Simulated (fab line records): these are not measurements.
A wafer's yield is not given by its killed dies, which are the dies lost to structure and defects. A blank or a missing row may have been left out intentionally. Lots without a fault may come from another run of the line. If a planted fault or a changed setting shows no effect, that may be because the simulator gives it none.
Matching of chambers ; flow gf180mcu ; 3 sister chambers for GF_V5_CVD_02 on pecvd-04
The step deposits SiO2 from TEOS, target thk 1450 nm, time 163.28 s. 3 wafers are shown with their chamber, then 9 later ones without.

== WAFERS, EACH WITH ITS CHAMBER ==
wafer;chamber;heater_power_w (W)
L084.4;2;570
L086.4;0;740
L086.6;1;950

== WAFERS WITH NO CHAMBER GIVEN ==
wafer;heater_power_w (W)
L091.2;691
L091.4;920
L091.5;769
L094.1;926
L094.2;608
L094.6;696
L095.1;703
L095.2;969
L095.3;621

== CHAMBER TAKEN BY EACH ==
wafer;from the rows above;in truth
L091.2;can't be placed: 0 or 2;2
L091.4;1;1
L091.5;0;0
L094.1;1;1
L094.2;2;2
L094.6;0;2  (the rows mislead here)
L095.1;0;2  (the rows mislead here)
L095.2;1;1
L095.3;can't be placed: 2 or 0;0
Correctly placed: 5 of 9. Unplaceable from these rows: 2, with the true chamber sitting among the candidates in 2. Placed wrongly: 2.
How it was worked out, from the rows above alone: a wafer's distance from a chamber is the root of the sum, over the readings, of the square of ((its reading less the chamber's mean) divided by the reading's scatter). The wafer belongs to the nearest chamber; if the next one is less than 2 further off, it can't be placed. For every chamber, the mean is computed from those of its wafers that are shown. The scatter: with one shown wafer a chamber, the root of the mean of the squares of how far each hidden wafer lies from its nearest shown one.
